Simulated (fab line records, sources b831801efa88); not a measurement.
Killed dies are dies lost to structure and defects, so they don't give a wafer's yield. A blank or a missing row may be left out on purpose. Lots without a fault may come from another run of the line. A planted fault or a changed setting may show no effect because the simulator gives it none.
fab line records | flow gf180mcu
record lots=5 wafers=15 last_day=34
route steps=602 shown CONTACT@302 M1@315 V1@335
lots that met no fault: from a run of the same line without faults
start_h: hours from the record's first day to the start of the lot's first wafer shown | wait_h: hours since the lot's step before | " the same as in the row above | L1.1+2: a row that stands for several wafers | - no value, or no start given | * or withheld: withheld | < > ~ a bound
route shown NAME@n: a module of which the file shows steps, and the number in the route of the first | usual: mean/standard deviation of fault-free wafers | same: alike in all rows | chamber/n: place in a boat | sites: the reading at each site | _std_site: their standard deviation | _edge_site: outer sites' mean less inner sites' | radius_mm: how far each site lies from the wafer's centre | mask NAME#n: copy n | behind: the tool/chamber that last shaped the wafer | hold: why the lot was held/for how many hours/how that ended | device: the transistor (n, p or np) that didn't switch | end of line: the same wafers' tests at the end of the route | a step without rows: its recipe alone | killed: dies lost to structure and defects at the first sort, not the wafer's yield | map: a wafer's dies, x killed, . not, _ none there
set.NAME: the setting as run; set.NAME@STEP: as run at that earlier step | model.NAME: the simulator's own value behind a step, which no gauge read
lots at some steps of the route; a table a step, a row a wafer
services: from which hour (start_h, from the record's first day; less than 0 if before it) a tool's chamber was out of use, for how many hours, and why
## steps
# step GF_CONTACT_OVL_MEAS_15
# usual CONTACT_OVL=1/5.9
# columns lot.wafer tool chamber start_h wait_h CONTACT_OVL[nm]
L085.2 overlay-01 - 459.12 0.1 7
L085.4 " - " " 3
L085.5 " - " " -2
L087.1 overlay-01 - 482.98 0.1 1
L087.3 " - " " -2
L087.5 " - " " 3
L095.1 overlay-01 - 544.12 0.1 13
L095.4 " - " " 8
L095.6 " - " " 9
L097.2 overlay-02 - 561.92 0.1 1
L097.5 " - " " 0
L097.6 " - " " -6
L096.2 overlay-02 - 562.72 0.1 5
L096.4 " - " " -3
L096.6 " - " " 4
# step GF_CONTACT_ETCH_16
# recipe chemistry=N2/H2 target_depth_a=withheld overetch_a=withheld time_s=withheld target=BARC ion_energy_ev=200 source_w=500 bias_w=100 pressure_mtorr=30 n2_flow_sccm=100 h2_flow_sccm=200
# usual drypump_motor_current_A=5.7/0.45 oes_product_au=0.856/0.0047 throttle_valve_pct=13.224/0.01
# columns lot.wafer tool chamber start_h wait_h drypump_motor_current_A oes_product_au throttle_valve_pct
L085.2 rie_diel-04 1 459.15 0.0 6.6 0.849 13.221
L085.4 " 0 " " 6.6 0.857 13.221
L085.5 " 0 " " 6.6 0.856 13.218
L087.1 rie_diel-02 2 483.02 0.0 6.1 0.857 13.256
L087.3 " 0 " " 6.2 0.852 13.220
L087.5 " 0 " " 6.2 0.849 13.239
L095.1 rie_diel-03 1 544.15 0.0 5.2 0.857 13.238
L095.4 " 2 " " 5.4 0.861 13.223
L095.6 " 0 " " 5.2 0.854 13.225
L097.2 rie_diel-03 1 561.95 0.0 5.2 0.856 13.235
L097.5 " 2 " " 5.4 0.861 13.208
L097.6 " 3 " " 5.3 0.856 13.224
L096.2 rie_diel-02 2 562.75 0.0 6.1 0.848 13.222
L096.4 " 0 " " 6.1 0.860 13.227
L096.6 " 2 " " 6.1 0.848 13.239
# step GF_CONTACT_ETCH_17
# recipe chemistry=C4F8/O2/Ar mask_material=KrF target=SiO2 stop_on=CoSi2 source_w=1500 bias_w=1200 pressure_mtorr=40 c4f8_flow_sccm=withheld O2_flow_sccm=6 Ar_flow_sccm=300 time_s=withheld target_depth_a=8600
# usual oes_product_au=0.815/0.0044
# columns lot.wafer tool chamber start_h wait_h oes_product_au
L085.2 rie_diel-04 1 - - 0.814
L085.4 " 0 " " 0.813
L085.5 " 0 " " 0.817
L087.1 rie_diel-02 2 - - 0.813
L087.3 " 0 " " 0.813
L087.5 " 0 " " 0.814
L095.1 rie_diel-03 1 - - 0.817
L095.4 " 2 " " 0.816
L095.6 " 0 " " 0.814
L097.2 rie_diel-03 1 - - 0.815
L097.5 " 2 " " 0.822
L097.6 " 3 " " 0.808
L096.2 rie_diel-02 2 - - 0.818
L096.4 " 0 " " 0.812
L096.6 " 2 " " 0.814
# step GF_CONTACT_STRIP_18
# recipe chemistry=O2/N2 power_w=1400 pressure_mtorr=1500 platen_temp_c=250 o2_flow_sccm=3000 n2_flow_sccm=300 overash_fraction=0.5
# usual drypump_motor_current_A=5.5/0.31 heater_power_w=342/43 oes_product_au=0.580/0.0051
# columns lot.wafer tool chamber start_h wait_h drypump_motor_current_A heater_power_w oes_product_au rf_hours_counter_h
L085.2 plasma_asher-02 1 459.31 - 5.3 316 0.581 75
L085.4 " 1 " " 5.3 304 0.585 -
L085.5 " 1 " " 5.3 310 0.578 -
L087.1 plasma_asher-03 0 483.18 - 5.4 296 0.570 76
L087.3 " 1 " " 6.1 338 0.583 -
L087.5 " 0 " " 5.4 292 0.579 -
L095.1 plasma_asher-02 1 544.32 - 5.3 315 0.573 85
L095.4 " 1 " " 5.2 306 0.579 -
L095.6 " 1 " " 5.3 318 0.588 -
L097.2 plasma_asher-03 1 562.11 - 6.1 340 0.574 86
L097.5 " 0 " " 5.4 298 0.579 -
L097.6 " 1 " " 6.0 330 0.585 -
L096.2 plasma_asher-04 0 562.92 - 5.6 364 0.580 49
L096.4 " 1 " " 5.5 331 0.584 -
L096.6 " 0 " " 5.7 379 0.578 -
# step GF_CONTACT_CLEAN_19
# recipe chemistry=SPM
# columns lot.wafer tool chamber start_h wait_h
L085.2+4+5 wet_bench-01 0 459.41 0.1
L087.1+3+5 wet_bench-01 2 483.28 0.1
L095.1+4+6 wet_bench-02 1 544.42 0.1
L097.2+5+6 wet_bench-04 3 562.21 0.1
L096.2+4+6 wet_bench-02 2 563.02 0.1
# step GF_CONTACT_CLEAN_20
# recipe chemistry=DIW
# columns lot.wafer tool chamber start_h wait_h
L085.2+4+5 wet_bench-04 3 459.51 0.0
L087.1+3+5 wet_bench-02 2 483.38 0.0
L095.1+4+6 wet_bench-01 1 544.52 0.0
L097.2+5+6 wet_bench-02 1 562.39 0.0
L096.2+4+6 wet_bench-04 0 563.11 0.0
# step GF_CONTACT_CLEAN_21
# recipe chemistry=dHF time_s=20 dilution=100:1 dry=ipa_marangoni
# same time_s=20
# columns lot.wafer tool chamber start_h wait_h
L085.2+4+5 wet_bench-01 3 459.60 0.0
L087.1+3+5 wet_bench-04 2 483.48 0.0
L095.1+4+6 wet_bench-02 1 544.61 0.0
L097.2+5+6 wet_bench-04 1 562.49 0.0
L096.2+4+6 wet_bench-01 3 563.29 0.0
# step GF_CONTACT_SPUTTER_22
# recipe material=Ti target_thk_nm=15 chamber_pressure_pa=5 power_w=2500 substrate_temp_c=200 time_s=80.02
# usual throttle_valve_pct=30.3/0.86
# same time_s=80.02
# columns lot.wafer tool chamber start_h wait_h throttle_valve_pct
L085.2 pvd_sputter-02 - 459.62 0.0 32.4
L085.4 " - " " 29.9
L085.5 " - " " 30.5
L087.1 pvd_sputter-01 - 483.51 0.0 30.6
L087.3 " - " " 29.8
L087.5 " - " " 29.7
L095.1 pvd_sputter-01 - 544.62 0.0 30.9
L095.4 " - " " 30.4
L095.6 " - " " 30.8
L097.2 pvd_sputter-01 - 562.51 0.0 30.9
L097.5 " - " " 31.2
L097.6 " - " " 29.7
L096.2 pvd_sputter-01 - 563.31 0.0 29.7
L096.4 " - " " 30.9
L096.6 " - " " 29.9
# step GF_CONTACT_SPUTTER_23
# recipe material=TiN target_thk_nm=10 chamber_pressure_pa=5 power_w=4000 time_s=40
# usual throttle_valve_pct=30.3/0.85
# same time_s=40
# columns lot.wafer tool chamber start_h wait_h throttle_valve_pct
L085.2 pvd_sputter-02 - 459.68 0.0 32.3
L085.4 " - " " 29.8
L085.5 " - " " 30.5
L087.1 pvd_sputter-01 - 483.57 0.0 30.8
L087.3 " - " " 29.7
L087.5 " - " " 29.8
L095.1 pvd_sputter-01 - 544.68 0.0 30.7
L095.4 " - " " 30.7
L095.6 " - " " 30.7
L097.2 pvd_sputter-01 - 562.58 0.0 30.8
L097.5 " - " " 31.2
L097.6 " - " " 29.7
L096.2 pvd_sputter-01 - 563.37 0.0 29.7
L096.4 " - " " 31.0
L096.6 " - " " 29.9
# step GF_CONTACT_CVD_24
# recipe material=W target_thk_nm=300 time_s=90.339 temp_c=400 pressure_torr=40
# usual heater_power_w=807/58
# same time_s=90.339
# columns lot.wafer tool chamber start_h wait_h heater_power_w
L085.2 cvd_w-02 0 459.72 0.0 836
L085.4 " 0 " " 849
L085.5 " 1 " " 857
L087.1 cvd_w-01 1 483.61 0.0 753
L087.3 " 1 " " 758
L087.5 " 1 " " 783
L095.1 cvd_w-02 1 544.72 0.0 891
L095.4 " 0 " " 839
L095.6 " 0 " " 857
L097.2 cvd_w-01 1 562.61 0.0 794
L097.5 " 0 " " 736
L097.6 " 1 " " 780
L096.2 cvd_w-01 0 563.41 0.0 757
L096.4 " 0 " " 735
L096.6 " 1 " " 768
# step GF_CONTACT_RS_MEAS_25
# recipe thk_meas_gauge=four-point-probe reads=W_of_CONTACT_CVD_24+TiN_of_CONTACT_SPUTTER_23+Ti_of_CONTACT_SPUTTER_22
# usual CONTACT_W_RS=0.386/0.0045
# columns lot.wafer tool chamber start_h wait_h CONTACT_W_RS[ohm/sq]
L085.2 film_metro-04 - 459.84 0.1 0.387
L085.4 " - " " 0.390
L085.5 " - " " 0.385
L087.1 film_metro-04 - 483.71 0.1 0.390
L087.3 " - " " 0.392
L087.5 " - " " 0.382
L095.1 film_metro-02 - 544.82 0.1 0.387
L095.4 " - " " 0.390
L095.6 " - " " 0.384
L097.2 film_metro-04 - 562.73 0.1 0.391
L097.5 " - " " 0.386
L097.6 " - " " 0.391
L096.2 film_metro-01 - 563.53 0.1 0.379
L096.4 " - " " 0.380
L096.6 " - " " 0.389
# step GF_CONTACT_THK_MEAS_26
# recipe thk_meas_gauge=xrf reads=W_of_CONTACT_CVD_24
# usual CONTACT_W_THK=294/3.8
# columns lot.wafer tool chamber start_h wait_h CONTACT_W_THK[nm]
L085.2 film_metro-04 - 459.95 0.1 293
L085.4 " - " " 292
L085.5 " - " " 294
L087.1 film_metro-04 - 483.83 0.1 292
L087.3 " - " " 291
L087.5 " - " " 299
L095.1 film_metro-02 - 544.94 0.1 293
L095.4 " - " " 291
L095.6 " - " " 296
L097.2 film_metro-04 - 562.84 0.1 289
L097.5 " - " " 292
L097.6 " - " " 290
L096.2 film_metro-01 - 563.64 0.1 300
L096.4 " - " " 300
L096.6 " - " " 295
# step GF_CONTACT_CMP_27
# recipe stop_on=SiO2 down_force_psi=3.5 platen_rpm=60 t_overpolish_s=15 target_thk_nm=0 pad_velocity_m_s=0.94248
# usual motor_current_A=11.4/0.81 overpolish_run_s=15.000/0.0091 slurry_filter_dp_kPa=13.50/0.13 time_to_endpoint_s=70/3.5
# columns lot.wafer tool chamber start_h wait_h motor_current_A overpolish_run_s slurry_filter_dp_kPa time_to_endpoint_s
L085.4 cmp-02 0 460.10 0.1 11.7 15.006 13.51 70
L085.2 " 1 " " 10.8 15.009 13.46 66
L085.5 " 3 " " 12.2 15.008 13.35 68
L087.1 cmp-01 0 483.89 0.1 12.9 14.991 13.40 67
L087.3 " 1 " " 10.6 14.991 13.34 73
L087.5 " 0 " " 13.2 15.007 13.20 69
L095.4 cmp-02 1 545.05 0.1 11.3 14.992 13.43 66
L095.1 " 3 " " 11.0 14.999 13.62 72
L095.6 " 1 " " 11.3 14.998 13.67 71
L097.2 cmp-02 3 563.04 0.2 11.9 15.030 13.47 71
L097.5 " 0 " " 11.3 14.993 13.41 71
L097.6 " 1 " " 10.7 14.994 13.36 66
L096.4 cmp-02 3 563.69 0.0 11.1 14.997 13.41 75
L096.2 " 0 " " 12.1 14.991 13.50 79
L096.6 " 0 " " 11.6 14.995 13.36 74
# step GF_M1_SPUTTER_00
# recipe material=Ti target_thk_nm=37.5 arriving_ion_energy_ev=80 substrate_temp_c=200 chamber_pressure_pa=2 power_w=4000 time_s=150
# usual throttle_valve_pct=30.0/1.1
# same time_s=150
# columns lot.wafer tool chamber start_h wait_h throttle_valve_pct
L085.2 pvd_sputter-04 - 460.30 0.1 29.3
L085.4 " - " " 31.0
L085.5 " - " " 29.0
L087.1 pvd_sputter-04 - 484.19 0.2 31.3
L087.3 " - " " 29.4
L087.5 " - " " 29.4
L095.1 pvd_sputter-02 - 545.30 0.1 30.0
L095.4 " - " " 30.5
L095.6 " - " " 32.6
L097.2 pvd_sputter-04 - 563.19 0.1 30.8
L097.5 " - " " 31.0
L097.6 " - " " 29.3
L096.2 pvd_sputter-04 - 563.99 0.2 28.6
L096.4 " - " " 31.1
L096.6 " - " " 31.0
# step GF_M1_SPUTTER_01
# recipe material=TiN target_thk_nm=30 power_w=6500 time_s=25 chamber_pressure_pa=0.4
# usual throttle_valve_pct=30.0/1
# same time_s=25
# columns lot.wafer tool chamber start_h wait_h throttle_valve_pct
L085.2 pvd_sputter-04 - 460.40 0.1 29.4
L085.4 " - " " 31.2
L085.5 " - " " 29.4
L087.1 pvd_sputter-04 - 484.29 0.1 30.9
L087.3 " - " " 29.1
L087.5 " - " " 29.4
L095.1 pvd_sputter-02 - 545.40 0.1 30.1
L095.4 " - " " 30.6
L095.6 " - " " 32.3
L097.2 pvd_sputter-04 - 563.29 0.1 30.7
L097.5 " - " " 31.1
L097.6 " - " " 29.3
L096.2 pvd_sputter-04 - 564.09 0.1 28.7
L096.4 " - " " 30.8
L096.6 " - " " 30.7
# step GF_M1_SPUTTER_02
# recipe material=AlCu target_thk_nm=450 power_w=10600 time_s=23.9 chamber_pressure_pa=0.4
# usual throttle_valve_pct=30.0/1.1
# same time_s=23.9
# columns lot.wafer tool chamber start_h wait_h throttle_valve_pct
L085.2 pvd_sputter-04 - 460.43 0.0 29.1
L085.4 " - " " 31.1
L085.5 " - " " 29.4
L087.1 pvd_sputter-04 - 484.32 0.0 31.0
L087.3 " - " " 29.2
L087.5 " - " " 29.2
L095.1 pvd_sputter-02 - 545.43 0.0 30.3
L095.4 " - " " 30.5
L095.6 " - " " 32.6
L097.2 pvd_sputter-04 - 563.33 0.0 31.1
L097.5 " - " " 31.2
L097.6 " - " " 29.5
L096.2 pvd_sputter-04 - 564.12 0.0 28.7
L096.4 " - " " 30.8
L096.6 " - " " 31.2
# step GF_M1_SPUTTER_03
# recipe material=Ti target_thk_nm=10 substrate_temp_c=300 chamber_pressure_pa=0.3 power_w=3000 time_s=6.7
# usual throttle_valve_pct=30.0/1.1
# same time_s=6.7
# columns lot.wafer tool chamber start_h wait_h throttle_valve_pct
L085.2 pvd_sputter-04 - 460.46 0.0 29.3
L085.4 " - " " 30.9
L085.5 " - " " 29.4
L087.1 pvd_sputter-04 - 484.35 0.0 31.3
L087.3 " - " " 29.3
L087.5 " - " " 29.2
L095.1 pvd_sputter-02 - 545.46 0.0 29.9
L095.4 " - " " 30.5
L095.6 " - " " 32.2
L097.2 pvd_sputter-04 - 563.36 0.0 30.9
L097.5 " - " " 30.9
L097.6 " - " " 29.1
L096.2 pvd_sputter-04 - 564.15 0.0 28.6
L096.4 " - " " 31.0
L096.6 " - " " 30.6
# step GF_M1_SPUTTER_04
# recipe material=TiN target_thk_nm=50 power_w=6500 time_s=41.7 chamber_pressure_pa=0.4
# usual throttle_valve_pct=30.0/1.1
# same time_s=41.7
# columns lot.wafer tool chamber start_h wait_h throttle_valve_pct
L085.2 pvd_sputter-04 - 460.48 0.0 29.4
L085.4 " - " " 30.8
L085.5 " - " " 29.5
L087.1 pvd_sputter-04 - 484.37 0.0 31.1
L087.3 " - " " 29.3
L087.5 " - " " 29.5
L095.1 pvd_sputter-02 - 545.48 0.0 30.1
L095.4 " - " " 30.8
L095.6 " - " " 32.5
L097.2 pvd_sputter-04 - 563.38 0.0 31.0
L097.5 " - " " 30.7
L097.6 " - " " 29.4
L096.2 pvd_sputter-04 - 564.17 0.0 28.6
L096.4 " - " " 31.0
L096.6 " - " " 30.8
# step GF_M1_RS_MEAS_05
# recipe thk_meas_gauge=four-point-probe reads=TiN_of_M1_SPUTTER_04+Ti_of_M1_SPUTTER_03+AlCu_of_M1_SPUTTER_02+TiN_of_M1_SPUTTER_01+Ti_of_M1_SPUTTER_00
# usual M1_ALCU_RS=0.0694/0.00066
# columns lot.wafer tool chamber start_h wait_h M1_ALCU_RS[ohm/sq]
L085.2 film_metro-04 - 460.54 0.0 0.0690
L085.4 " - " " 0.0685
L085.5 " - " " 0.0682
L087.1 film_metro-03 - 484.41 0.0 0.0688
L087.3 " - " " 0.0691
L087.5 " - " " 0.0693
L095.1 film_metro-04 - 545.52 0.0 0.0700
L095.4 " - " " 0.0696
L095.6 " - " " 0.0698
L097.2 film_metro-02 - 563.44 0.0 0.0693
L097.5 " - " " 0.0691
L097.6 " - " " 0.0703
L096.2 film_metro-03 - 564.23 0.0 0.0689
L096.4 " - " " 0.0689
L096.6 " - " " 0.0689
# step GF_M1_THK_MEAS_06
# recipe thk_meas_gauge=xrf reads=AlCu_of_M1_SPUTTER_02
# usual M1_ALCU_THK=446/5.2
# columns lot.wafer tool chamber start_h wait_h M1_ALCU_THK[nm]
L085.2 film_metro-04 - 460.65 0.1 448
L085.4 " - " " 450
L085.5 " - " " 453
L087.1 film_metro-03 - 484.53 0.1 449
L087.3 " - " " 446
L087.5 " - " " 446
L095.1 film_metro-04 - 545.64 0.1 439
L095.4 " - " " 442
L095.6 " - " " 440
L097.2 film_metro-02 - 563.55 0.1 452
L097.5 " - " " 451
L097.6 " - " " 447
L096.2 film_metro-03 - 564.34 0.1 450
L096.4 " - " " 449
L096.6 " - " " 451
# step GF_M1_DEHYDRATE_07
# recipe temp_c=200 time_s=60
# same time_s=60
# columns lot.wafer tool chamber start_h wait_h
L085.2+4+5 litho_track-02 0 471.96 11.3
L087.1+3+5 litho_track-04 0 495.69 11.2
L095.1+4+6 litho_track-01 0 556.70 11.0
L097.2+5+6 litho_track-01 0 573.27 9.7
L096.2+4+6 litho_track-01 0 574.47 10.1
# step GF_M1_HMDS_08
# recipe prime_time_s=60 prime_temp_c=120
# columns lot.wafer tool chamber start_h wait_h
L085.2+4+5 litho_track-02 0 472.11 0.1
L087.1+3+5 litho_track-04 0 495.84 0.1
L095.1+4+6 litho_track-01 0 556.85 0.1
L097.2+5+6 litho_track-01 0 573.42 0.1
L096.2+4+6 litho_track-01 0 574.62 0.1
# step GF_M1_COAT_09
# recipe resist=KrF spin_rpm=withheld resist_thk_nm=1000
# columns lot.wafer tool chamber start_h wait_h
L085.2+4+5 litho_track-02 0 472.26 0.1
L087.1+3+5 litho_track-04 0 495.99 0.1
L095.1+4+6 litho_track-01 0 557.00 0.1
L097.2+5+6 litho_track-01 0 573.57 0.1
L096.2+4+6 litho_track-01 0 574.77 0.1
# step GF_M1_SOFTBAKE_10
# recipe temp_c=130 time_s=60 resist=KrF
# same time_s=60
# columns lot.wafer tool chamber start_h wait_h
L085.2+4+5 litho_track-02 0 472.41 0.1
L087.1+3+5 litho_track-04 0 496.14 0.1
L095.1+4+6 litho_track-01 0 557.15 0.1
L097.2+5+6 litho_track-01 0 573.72 0.1
L096.2+4+6 litho_track-01 0 574.92 0.1
# step GF_M1_EXPOSE_11
# recipe mask_id=Metal1 target_cd_nm=230 na=0.68 source_shape=conventional sigma_outer=0.6 dose_mj=28
# usual focus_offset_nm=0.0/0.52
# columns lot.wafer tool chamber start_h wait_h mask focus_offset_nm
L085.2 krf_scanner-02 0 - - Metal1#0 -0.4
L085.4 " 0 " " Metal1#0 -0.3
L085.5 " 0 " " Metal1#0 -0.3
L087.1 krf_scanner-01 0 - - Metal1#0 0.8
L087.3 " 0 " " Metal1#0 0.8
L087.5 " 0 " " Metal1#0 0.7
L095.1 krf_scanner-02 0 - - Metal1#0 0.0
L095.4 " 0 " " Metal1#0 -0.1
L095.6 " 0 " " Metal1#0 -1.0
L097.2 krf_scanner-02 0 - - Metal1#0 -0.6
L097.5 " 0 " " Metal1#0 -0.2
L097.6 " 0 " " Metal1#0 0.3
L096.2 krf_scanner-01 0 - - Metal1#0 -0.3
L096.4 " 0 " " Metal1#0 -1.0
L096.6 " 0 " " Metal1#0 -0.6
# step GF_M1_PEB_12
# recipe peb_temp_c=135 peb_time_s=90 resist=KrF
# columns lot.wafer tool chamber start_h wait_h
L085.2+4+5 litho_track-01 0 - -
L087.1+3+5 litho_track-04 0 - -
L095.1+4+6 litho_track-01 0 - -
L097.2+5+6 litho_track-02 0 - -
L096.2+4+6 litho_track-02 0 - -
# step GF_M1_DEVELOP_13
# recipe develop_time_s=60 dev_temp_c=21
# columns lot.wafer tool chamber start_h wait_h
L085.2+4+5 litho_track-01 0 483.97 0.2
L087.1+3+5 litho_track-04 0 507.89 0.2
L095.1+4+6 litho_track-01 0 567.60 0.2
L097.2+5+6 litho_track-02 0 584.11 0.2
L096.2+4+6 litho_track-02 0 585.81 0.2
# step GF_M1_CD_MEAS_14
# recipe target_cd_nm=230
# usual cd_nm=230.1/1.1
# columns lot.wafer tool chamber start_h wait_h cd_nm
L085.2 cd_sem-02 - 484.12 0.1 230.2
L085.4 " - " " 229.8
L085.5 " - " " 230.9
L087.1 cd_sem-02 - 508.04 0.1 230.1
L087.3 " - " " 230.7
L087.5 " - " " 229.3
L095.1 cd_sem-02 - 567.75 0.1 230.9
L095.4 " - " " 231.0
L095.6 " - " " 231.3
L097.2 cd_sem-02 - 584.25 0.1 229.1
L097.5 " - " " 229.5
L097.6 " - " " 229.8
L096.2 cd_sem-01 - 585.95 0.1 232.4
L096.4 " - " " 230.0
L096.6 " - " " 230.4
# step GF_M1_OVL_MEAS_15
# usual M1_OVL=4/5.8
# columns lot.wafer tool chamber start_h wait_h M1_OVL[nm]
L085.2 overlay-01 - 484.22 0.1 3
L085.4 " - " " 0
L085.5 " - " " 5
L087.1 overlay-02 - 508.16 0.1 10
L087.3 " - " " -3
L087.5 " - " " 3
L095.1 overlay-01 - 567.87 0.1 4
L095.4 " - " " -1
L095.6 " - " " 10
L097.2 overlay-02 - 584.36 0.1 -1
L097.5 " - " " 8
L097.6 " - " " 4
L096.2 overlay-01 - 586.06 0.1 9
L096.4 " - " " 8
L096.6 " - " " 8
# step GF_M1_METAL_ETCH_16
# recipe chemistry=Cl2/BCl3 mask_material=KrF target_depth_nm=750.8 stop_on=SiO2 pressure_mtorr=8 icp_w=800 bias_w=140 Cl2_flow_sccm=80 bcl3_flow_sccm=40 time_s=125.1
# usual bcl3_flow_sccm=40.00/0.13 drypump_motor_current_A=6.10/0.23 oes_product_au=0.988/0.0071 throttle_valve_pct=28.231/0.011
# same time_s=125.1
# columns lot.wafer tool chamber start_h wait_h bcl3_flow_sccm drypump_motor_current_A oes_product_au rf_hours_counter_h throttle_valve_pct
L085.2 rie_metal-02 0 484.25 0.0 40.08 5.98 0.984 5 28.228
L085.4 " 0 " " 40.06 5.97 0.990 - 28.222
L085.5 " 0 " " 40.09 5.98 0.986 - 28.246
L087.1 rie_metal-03 1 508.20 0.0 40.18 5.92 0.989 9 28.229
L087.3 " 1 " " 40.18 5.93 0.984 - 28.223
L087.5 " 1 " " 40.09 5.96 0.987 - 28.224
L095.1 rie_metal-04 0 567.90 0.0 40.04 6.08 0.995 8 28.225
L095.4 " 0 " " 39.91 6.09 0.993 - 28.233
L095.6 " 0 " " 40.00 6.09 0.989 - 28.217
L097.2 rie_metal-02 1 584.39 0.0 40.09 6.21 0.993 1 28.232
L097.5 " 0 " " 39.90 6.00 0.987 - 28.222
L097.6 " 1 " " 40.05 6.20 1.004 - 28.233
L096.2 rie_metal-03 0 586.09 0.0 40.00 6.52 0.987 9 28.241
L096.4 " 1 " " 39.96 5.95 0.976 - 28.247
L096.6 " 1 " " 40.02 5.97 0.977 - 28.234
# step GF_M1_STRIP_17
# recipe chemistry=O2/N2 power_w=1400 pressure_mtorr=1500 platen_temp_c=250 o2_flow_sccm=3000 n2_flow_sccm=300 overash_fraction=0.5
# usual drypump_motor_current_A=5.5/0.34 heater_power_w=339/24 oes_product_au=0.538/0.0051 strip_time_to_endpoint_s=7.42/0.052
# columns lot.wafer tool chamber start_h wait_h drypump_motor_current_A heater_power_w oes_product_au rf_hours_counter_h strip_time_to_endpoint_s
L085.2 plasma_asher-01 1 484.38 0.1 4.9 328 0.539 6 7.47
L085.4 " 0 " " 5.6 353 0.545 - 7.46
L085.5 " 0 " " 5.6 342 0.543 - 7.41
L087.1 plasma_asher-03 0 508.33 0.1 5.4 287 0.537 79 7.42
L087.3 " 0 " " 5.4 295 0.530 - 7.46
L087.5 " 0 " " 5.4 294 0.550 - 7.44
L095.1 plasma_asher-01 0 568.08 0.1 5.6 343 0.536 10 7.40
L095.4 " 1 " " 4.9 328 0.531 - 7.41
L095.6 " 1 " " 4.9 335 0.531 - 7.39
L097.2 plasma_asher-04 0 584.52 0.1 5.7 368 0.525 51 7.37
L097.5 " 1 " " 5.5 334 0.539 - 7.43
L097.6 " 0 " " 5.7 373 0.539 - 7.38
L096.2 plasma_asher-03 1 586.22 0.1 6.1 338 0.547 89 7.37
L096.4 " 0 " " 5.4 299 0.539 - 7.46
L096.6 " 1 " " 6.0 337 0.545 - 7.52
# step GF_M1_STRIP_18
# recipe chemistry=post_etch_residue_remover time_s=1200 temp_c=72.5
# same time_s=1200
# columns lot.wafer tool chamber start_h wait_h
L085.2+4+5 wet_bench-04 0 484.48 0.1
L087.1+3+5 wet_bench-03 2 508.43 0.1
L095.1+4+6 wet_bench-01 2 568.18 0.1
L097.2+5+6 wet_bench-03 1 584.62 0.1
L096.2+4+6 wet_bench-04 2 586.32 0.1
# step GF_M1_CLEAN_19
# recipe chemistry=DIW dry=n2_spin
# columns lot.wafer tool chamber start_h wait_h
L085.2+4+5 wet_bench-01 1 485.17 0.0
L087.1+3+5 wet_bench-01 0 508.77 0.0
L095.1+4+6 wet_bench-04 3 568.52 0.0
L097.2+5+6 wet_bench-04 1 584.99 0.0
L096.2+4+6 wet_bench-01 3 586.66 0.0
# step GF_V1_CVD_00
# recipe material=SiO2 target_thk_nm=600 sigma_open_frac=0.3 temp_c=400 time_s=100 sih4_flow_sccm=60 pressure_mtorr=6
# usual sih4_flow_sccm=60.01/0.2
# same time_s=100
# columns lot.wafer tool chamber start_h wait_h sih4_flow_sccm
L085.2 hdpcvd-02 1 485.27 0.0 59.85
L085.4 " 1 " " 60.22
L085.5 " 2 " " 60.14
L087.1 hdpcvd-01 1 508.86 0.0 60.29
L087.3 " 0 " " 59.74
L087.5 " 1 " " 60.25
L095.1 hdpcvd-02 1 568.61 0.0 60.14
L095.4 " 0 " " 59.89
L095.6 " 1 " " 60.04
L097.2 hdpcvd-01 0 585.08 0.0 59.65
L097.5 " 0 " " 60.09
L097.6 " 2 " " 60.36
L096.2 hdpcvd-02 2 586.75 0.0 59.58
L096.4 " 2 " " 59.95
L096.6 " 0 " " 59.77
# step GF_V1_THK_MEAS_01
# recipe reads=SiO2_of_V1_CVD_00
# usual V1_CVD_00_THK=601/8.1
# columns lot.wafer tool chamber start_h wait_h V1_CVD_00_THK[nm]
L085.2 film_metro-01 - 485.35 0.0 603
L085.4 " - " " 605
L085.5 " - " " 605
L087.1 film_metro-02 - 508.93 0.0 597
L087.3 " - " " 592
L087.5 " - " " 599
L095.1 film_metro-02 - 568.68 0.0 608
L095.4 " - " " 612
L095.6 " - " " 610
L097.2 film_metro-03 - 585.17 0.0 595
L097.5 " - " " 600
L097.6 " - " " 608
L096.2 film_metro-03 - 586.84 0.0 607
L096.4 " - " " 603
L096.6 " - " " 604
# step GF_V1_CVD_02
# recipe material=SiO2 target_thk_nm=850 precursor=TEOS temp_c=400 time_s=94.851 rf_w=600
# usual heater_power_w=628/94
# same time_s=94.851
# columns lot.wafer tool chamber start_h wait_h heater_power_w
L085.2 pecvd-03 1 485.40 0.0 769
L085.4 " 0 " " 534
L085.5 " 1 " " 809
L087.1 pecvd-03 1 508.99 0.1 834
L087.3 " 0 " " 511
L087.5 " 2 " " 698
L095.1 pecvd-02 0 568.74 0.1 772
L095.4 " 1 " " 671
L095.6 " 0 " " 625
L097.2 pecvd-03 0 585.22 0.0 509
L097.5 " 1 " " 667
L097.6 " 0 " " 416
L096.2 pecvd-02 0 586.89 0.0 785
L096.4 " 2 " " 573
L096.6 " 0 " " 617
# step GF_V1_THK_MEAS_03
# recipe reads=SiO2_of_V1_CVD_02
# usual V1_CVD_02_THK=850/11
# columns lot.wafer tool chamber start_h wait_h V1_CVD_02_THK[nm]
L085.2 film_metro-01 - 485.48 0.0 853
L085.4 " - " " 855
L085.5 " - " " 859
L087.1 film_metro-01 - 509.06 0.0 856
L087.3 " - " " 851
L087.5 " - " " 862
L095.1 film_metro-02 - 568.81 0.0 851
L095.4 " - " " 851
L095.6 " - " " 863
L097.2 film_metro-01 - 585.33 0.1 840
L097.5 " - " " 863
L097.6 " - " " 850
L096.2 film_metro-01 - 586.96 0.0 854
L096.4 " - " " 858
L096.6 " - " " 881
## services
# columns tool chamber start_h hours kind
rie_diel-03 - 456.57 0.5 repair
cmp-02 - 467.87 0.6 repair
rie_diel-02 3 469.20 25.0 repair
plasma_asher-03 - 475.38 5.1 repair
cmp-02 - 485.82 1.8 repair
hdpcvd-02 1 495.43 22.1 repair
cmp-02 - 497.39 5.5 pm
cmp-02 - 507.94 0.3 repair
krf_scanner-02 - 514.76 1.3 pm
hdpcvd-02 2 517.28 9.5 repair
rie_diel-02 0 517.97 3.3 repair
rie_diel-03 1 521.16 4.3 repair
rie_diel-02 0 521.54 6.1 repair
pvd_sputter-01 - 530.86 3.7 repair
hdpcvd-02 - 539.25 15.0 pm
rie_diel-03 3 542.03 3.7 repair
pvd_sputter-04 - 543.65 1.7 repair
krf_scanner-02 - 545.61 0.8 pm
pecvd-03 - 557.12 3.4 repair
cvd_w-01 - 564.69 1.2 repair
hdpcvd-02 - 564.76 1.4 repair
cmp-02 - 572.04 4.0 pm
cvd_w-01 - 572.16 14.6 pm
krf_scanner-02 - 578.10 1.0 pm
## key
fault none
